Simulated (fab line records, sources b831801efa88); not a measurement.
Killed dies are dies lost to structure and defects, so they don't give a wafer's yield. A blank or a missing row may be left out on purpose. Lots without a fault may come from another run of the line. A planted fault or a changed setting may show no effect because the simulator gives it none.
Chamber matching | flow gf180mcu | GF_V3_CVD_02 on pecvd-04: 3 sister chambers
The step deposits SiO2 from TEOS, target thk 850 nm, time 94.851 s. 18 wafers are shown with their chamber, then 9 later ones without.

WAFERS WITH THEIR CHAMBER
wafer  | chamber | heater_power_w (W)
L079.1 | 1       | 587
L079.2 | 0       | 642
L079.3 | 2       | 490
L079.4 | 0       | 497
L079.5 | 2       | 531
L079.6 | 1       | 643
L083.1 | 1       | 736
L083.2 | 2       | 494
L083.6 | 1       | 584
L084.1 | 0       | 557
L084.3 | 2       | 575
L084.6 | 0       | 591
L090.1 | 2       | 542
L090.2 | 1       | 692
L090.3 | 0       | 545
L090.4 | 2       | 575
L090.5 | 0       | 576
L090.6 | 1       | 735

SIGNATURES (means of the wafers above)
reading        | chamber 0 | chamber 1 | chamber 2 | scatter within a chamber
heater_power_w | 568.00    | 662.83    | 534.50    | 53.2
Rule: a wafer's distance from a chamber is the root of the sum, over the readings, of the square of ((its reading less the chamber's mean) divided by the reading's scatter). The wafer belongs to the nearest chamber; if the next one is less than 2 further off, it can't be placed. The scatter: the root of (the sum of the squares of (reading less its chamber's mean) over the shown wafers, divided by (wafers less chambers)).

WAFERS WITHOUT THEIR CHAMBER
wafer  | heater_power_w (W)
L092.1 | 544
L092.2 | 684
L092.3 | 585
L094.1 | 569
L094.4 | 615
L094.5 | 595
L097.1 | 647
L097.2 | 625
L097.6 | 486

WHICH CHAMBER EACH WENT THROUGH
wafer  | from the rows above          | in truth
L092.1 | can't be placed: 2 or 0      | 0
L092.2 | can't be placed: 1 or 0      | 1
L092.3 | can't be placed: 0 or 2 or 1 | 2
L094.1 | can't be placed: 0 or 2 or 1 | 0
L094.4 | can't be placed: 0 or 1 or 2 | 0
L094.5 | can't be placed: 0 or 2 or 1 | 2
L097.1 | can't be placed: 1 or 0 or 2 | 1
L097.2 | can't be placed: 1 or 0 or 2 | 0
L097.6 | can't be placed: 2 or 0      | 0
Placed correctly: 0 of 9. Can't be placed from these rows: 9 (the true chamber is among the candidates in 9). Placed wrongly: 0.
